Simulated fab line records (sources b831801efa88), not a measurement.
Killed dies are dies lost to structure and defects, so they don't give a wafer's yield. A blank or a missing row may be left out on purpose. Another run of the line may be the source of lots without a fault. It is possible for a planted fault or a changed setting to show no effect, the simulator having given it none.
Matching of chambers -- flow sky130 -- SKY_CONTACT_CMP_04 on cmp-01: 4 sister chambers
The step polishes SiO2. 24 wafers are shown with their chamber, then 12 later ones without.

## EACH WAFER AND ITS CHAMBER
wafer,chamber,motor-current-A (A),time-to-endpoint-s (s),retaining-ring-pressure-frac
L075.1,3,13.3,82,0.988
L075.2,2,12.5,80,1.003
L075.4,1,10.8,79,1.001
L079.4,2,11.6,81,1.002
L079.5,2,12.1,78,0.999
L079.6,1,10.5,75,0.999
L081.2,2,11.7,79,0.999
L081.4,3,13.5,76,0.996
L081.6,1,10.3,72,0.991
L083.4,3,14.3,81,1.004
L083.5,2,12.1,83,1.004
L083.6,1,10.3,77,1.003
L085.2,0,12.3,78,1.007
L085.5,3,14.0,81,1.000
L085.6,0,11.7,78,1.005
L088.1,1,10.6,81,1.002
L088.3,2,12.6,83,0.999
L088.4,0,12.1,79,1.000
L089.2,2,12.7,81,1.000
L089.3,0,11.8,85,0.991
L089.4,3,13.8,82,0.998
L091.2,0,11.9,74,1.005
L091.3,3,14.2,76,0.997
L091.6,2,11.8,76,0.998

SIGNATURES (means of the wafers above)
reading,chamber 0,chamber 1,chamber 2,chamber 3,scatter within a chamber
motor-current-A,11.960,10.500,12.137,13.850,0.35
time-to-endpoint-s,78.80,76.80,80.12,79.67,3.11
retaining-ring-pressure-frac,1.00160,0.99920,1.00050,0.99717,0.00466
Rule: for each reading, subtract the chamber's mean from the wafer's reading, divide by that reading's scatter and square the result; add these up over the readings and take the root, which gives the wafer's distance from the chamber. The wafer belongs to the nearest chamber; if the next one is less than 2 further off, it can't be placed. The scatter: take each reading less its chamber's mean, square it, sum over the shown wafers, divide by the number of wafers less the number of chambers, and take the root.

## WAFERS MISSING THEIR CHAMBER
wafer,motor-current-A (A),time-to-endpoint-s (s),retaining-ring-pressure-frac
L093.2,11.5,82,0.989
L093.5,10.7,77,1.005
L093.6,11.5,78,0.991
L094.1,12.1,85,1.000
L094.4,13.4,80,0.999
L094.6,10.6,81,1.000
L095.1,11.5,81,0.995
L095.2,11.9,80,1.002
L095.5,13.3,82,1.000
L097.2,14.2,82,1.003
L097.4,12.2,82,1.005
L097.6,13.6,80,0.999

## THE CHAMBER EACH PASSED THROUGH
wafer,from the rows above,in truth
L093.2,can't be placed: 2 or 0 or 1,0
L093.5,1,1
L093.6,can't be placed: 0 or 2 or 1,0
L094.1,can't be placed: 2 or 0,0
L094.4,3,3
L094.6,1,1
L095.1,can't be placed: 0 or 2 or 1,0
L095.2,can't be placed: 0 or 2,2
L095.5,can't be placed: 3 or 2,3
L097.2,3,3
L097.4,can't be placed: 2 or 0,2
L097.6,3,3
Correct placement for 5 of the 12. Can't be placed from these rows: 7 (the true chamber is among the candidates in 7). Placed wrongly: 0.
